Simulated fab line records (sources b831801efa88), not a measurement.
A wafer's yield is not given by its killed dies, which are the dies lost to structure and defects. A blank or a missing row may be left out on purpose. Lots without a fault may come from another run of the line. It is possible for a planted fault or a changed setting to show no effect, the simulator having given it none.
Chamber matching    flow gf180mcu    cmp-02 running GF_V3_CMP_04: 4 sister chambers
The step polishes SiO2. 8 wafers are shown with their chamber, then 7 later ones without.

## EACH WAFER AND ITS CHAMBER
wafer   chamber  motor-current-A (A)  time-to-endpoint-s (s)
L453.3  3        10.0                 82
L453.6  2        13.0                 82
L462.1  1        11.9                 75
L462.2  0        10.7                 85
L462.5  2        13.4                 79
L464.1  3        9.8                  101
L466.2  1        11.9                 79
L466.4  0        10.6                 88

## WAFERS MISSING THEIR CHAMBER
wafer   motor-current-A (A)  time-to-endpoint-s (s)
L466.6  9.8                  83
L474.1  12.0                 73
L474.5  11.7                 80
L474.6  13.5                 78
L473.1  14.1                 80
L473.2  9.6                  79
L473.6  13.5                 80

## THE CHAMBER EACH PASSED THROUGH
wafer   from the rows above  in truth
L466.6  3                    3
L474.1  1                    1
L474.5  1                    1
L474.6  2                    2
L473.1  2                    2
L473.2  3                    3
L473.6  2                    2
Placed correctly: 7 of 7. Left unplaced by these rows: 0. Placed wrongly: 0.
How it was worked out, from the rows above alone: a wafer's distance from a chamber is the root of the sum, over the readings, of the square of ((its reading less the chamber's mean) divided by the reading's scatter). If the next closest chamber is less than 2 further off than the closest, the wafer can't be placed; otherwise it belongs to the closest. For every chamber, the mean is computed from those of its wafers that are shown. The scatter: take each reading less its chamber's mean, square it, sum over the shown wafers, divide by the number of wafers less the number of chambers, and take the root.
